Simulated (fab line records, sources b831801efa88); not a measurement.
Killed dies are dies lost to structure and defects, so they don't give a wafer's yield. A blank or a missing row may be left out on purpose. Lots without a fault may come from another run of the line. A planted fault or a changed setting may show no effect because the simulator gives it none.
Problem report in the 8D (eight disciplines) form, filled by code | flow sky130 | the parts of the form that need people (team, actions taken, sign-off) are left out

1. THE PROBLEM
run_length_s at SKY_SONOS_TUNNEL_SOFTBAKE_03 reads a mean of 99.95 s on 3 wafers of 2 lots; wafers without a fault read 89.05 s with a standard deviation of 0.22. That is +50 standard deviations from the usual mean.
The step: time 60 s.
First seen on wafer L214.2, day 14 00:56, on litho_track-03. The record holds 38 wafers of 13 lots with a number at this step. Rule for "out", or "out of limits": more than 4 standard deviations from the usual mean. The other wafers with a number count as sound.

2. WHAT IT IS AND WHAT IT IS NOT
question                    | is                     | is not
which readings at this step | run_length_s           | -
which lots                  | L214, L215             | L204, L205, L207, L209, L210, L211, L221, L223, L224, L225, L226
which wafers of those lots  | L214.2, L214.3, L215.3 | L215.4, L215.6
read on which tools         | litho_track-03         | litho_track-01, litho_track-02
when                        | from day 14 00:56      | up to then (18 sound wafers); but 17 sound wafers of L215, L221, L223, L224, L225, L226 came after

3. SUSPECTS, AND WHAT RULES EACH OUT
Counting: a tool at a process step up to the reading stays a suspect if it ran every lot that is out. Sound lots after the first of them don't rule it out here, since some wafers of a struck lot are sound.
- plasma_asher-01 at SKY_VT_ADJUST_NCORE_STRIP_10 (strips in O2/N2): kept. It ran every lot that is out, first L214 (day 11 12:19); its last sound lot up to then is L211 (day 10 13:43).
- litho_track-03 at SKY_SONOS_TUNNEL_SOFTBAKE_03 (time 60 s): kept. It ran every lot that is out, first L214 (day 14 00:56); its last sound lot up to then is L210 (day 12 17:29). Its own readings are out on those wafers: run_length_s.
Left after counting: plasma_asher-01 at SKY_VT_ADJUST_NCORE_STRIP_10, litho_track-03 at SKY_SONOS_TUNNEL_SOFTBAKE_03.

4. THE CAUSE (what the simulator had put in)
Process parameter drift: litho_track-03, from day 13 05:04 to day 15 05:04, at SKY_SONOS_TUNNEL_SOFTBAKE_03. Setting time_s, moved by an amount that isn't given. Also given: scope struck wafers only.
Counting left 2 suspects, and this tool is among them.

5. THE CHAIN OF EFFECTS, in route order
Each row: a reading whose mean over the struck wafers that have a number lies more than 3 standard deviations from the usual. Only readings for which the record gives a usual standard deviation are gone through. hours: the time from each lot's start at the first step in this table that gives one to its start at this step, as a median over the lots. sigmas: the change in usual standard deviations.
hours | step                         | reading      | usual   | on struck wafers | change | sigmas
0     | SKY_SONOS_TUNNEL_SOFTBAKE_03 | run_length_s | 89.05 s | 99.95            | +10.90 | +50
The process steps in it:
- SKY_SONOS_TUNNEL_SOFTBAKE_03: time 60 s.

6. WHAT WOULD HAVE CAUGHT IT SOONER
In this record the first reading out of limits was taken at day 14 00:56, 20 hours after the fault began at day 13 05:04.
